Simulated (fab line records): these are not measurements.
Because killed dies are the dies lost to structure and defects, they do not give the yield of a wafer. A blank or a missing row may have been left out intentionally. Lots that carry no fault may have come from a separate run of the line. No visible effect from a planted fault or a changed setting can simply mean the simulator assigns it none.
Chamber matching -- flow sky130 -- SKY_PASSIVATION_CVD_02 on pecvd-01 has 3 sister chambers
The step deposits Si3N4, target thk 540 nm. 6 wafers are shown with their chamber, then 7 later ones without.

## EACH WAFER AND ITS CHAMBER
wafer,chamber,heater-power-w (W)
L079.6,0,749
L086.4,0,721
L088.3,2,807
L088.5,2,831
L090.3,1,649
L090.4,1,668

## WAFERS WHOSE CHAMBER IS MISSING
wafer,heater-power-w (W)
L090.5,723
L093.2,785
L093.3,605
L093.4,676
L096.1,845
L096.4,696
L096.6,666

## CHAMBER TAKEN BY EACH
wafer,from the rows above,in truth
L090.5,0,0
L093.2,can't be placed: 2 or 0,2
L093.3,1,1
L093.4,1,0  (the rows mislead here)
L096.1,2,2
L096.4,can't be placed: 1 or 0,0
L096.6,1,1
Placed correctly: 4 of 7. Can't be placed from these rows: 2 (the true chamber is among the candidates in 2). Wrongly placed: 1.
How it was worked out, from the rows above alone: a wafer's distance from a chamber is the root of the sum, over the readings, of the square of ((its reading less the chamber's mean) divided by the reading's scatter). The wafer belongs to the nearest chamber; if the next one is less than 2 further off, it can't be placed. For every chamber, the mean is computed from those of its wafers that are shown. The scatter is the square root of a quotient: the sum, over the shown wafers, of each reading's squared deviation from its chamber's mean, divided by wafers minus chambers.
